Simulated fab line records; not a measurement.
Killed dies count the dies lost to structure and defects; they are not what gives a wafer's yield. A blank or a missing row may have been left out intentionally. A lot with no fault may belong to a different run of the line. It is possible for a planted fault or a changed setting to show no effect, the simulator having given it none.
8D (eight disciplines) problem report, filled in by code ; flow sky130 ; the parts of the form that need people (team, actions taken, sign-off) are left out

## 1. WHAT WENT WRONG
VT_ADJUST_HVTP_OVL at SKY_VT_ADJUST_HVTP_OVL_MEAS_08 reads a mean of -114.7 nm on 9 wafers of 3 lots; wafers without a fault read 0.0 nm with a standard deviation of 1.3. Measured from the usual mean, that is -88 standard deviations.
The first sign was on wafer L431.2 at day 8 22:05, on overlay-02. Wafers with a number at this step in the record: 36, from 12 lots. Rule for "out", or "out of limits": more than 4 standard deviations from the usual mean. The rest of the wafers with a number are treated as sound.

## 2. WHAT IT IS; WHAT IT IS NOT
question;is;is not
which readings at this step;VT_ADJUST_HVTP_OVL;-
which lots;L431, L432, L438;L420, L422, L424, L426, L427, L428, L429, L433, L440
which wafers of those lots;all that have a number;-
read on which gauges;overlay-02;overlay-01
when;from day 8 22:05;"up to then (21 sound wafers); but 6 sound wafers of L433, L440 came after"

## 3. WHAT RULES OUT EACH SUSPECT
Counting: any tool at a process step up to the reading is kept as a suspect provided that every lot that is out went through it and no sound lot did after the first of them.
- the gauge at SKY_VT_ADJUST_HVTP_OVL_MEAS_08: kept. All the wafers that are out were read on overlay-02, and no step on other tools shows them out.
- iline stepper-02 at SKY_VT_ADJUST_HVTP_EXPOSE_04 (exposes mask HVTPM, target cd 380 nm): kept. It processed each lot that is out, first L431 at day 8 11:30, and no sound lot thereafter; up to then, the last sound lot it processed was L427 at day 7 12:04.
Remaining after the count are iline stepper-02 at SKY_VT_ADJUST_HVTP_EXPOSE_04 and overlay-02 at SKY_VT_ADJUST_HVTP_OVL_MEAS_08.

## 4. THE CAUSE (what the simulator had put in)
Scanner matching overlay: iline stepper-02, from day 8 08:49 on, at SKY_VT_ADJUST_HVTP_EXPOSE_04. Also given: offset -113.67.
2 suspects survive the count, and this tool is in that group.

## 5. THE EFFECT CHAIN, in route order
One row per reading whose mean, taken over the struck wafers that have a number, lies over 3 standard deviations from the usual. Readings are gone through only where the record gives a usual standard deviation; hours: the median, over the lots, of the time from a lot's start at the first step in this table giving one to that lot's start at this step; sigmas: the change measured in usual standard deviations.
hours;step;reading;usual;on struck wafers;change;sigmas
0;SKY_VT_ADJUST_HVTP_OVL_MEAS_08;VT_ADJUST_HVTP_OVL;0.0 nm;-114.7;-114.7;-88

## 6. WHAT WOULD HAVE CAUGHT IT SOONER
In this record the first reading out of limits at a measuring or inspecting step was taken at day 8 22:05, 13 hours after the fault began at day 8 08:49.
Lots out: 3; of these, L438 started SKY_VT_ADJUST_HVTP_EXPOSE_04 on iline stepper-02 after day 8 22:05. Holding the tool at that time would have saved it.
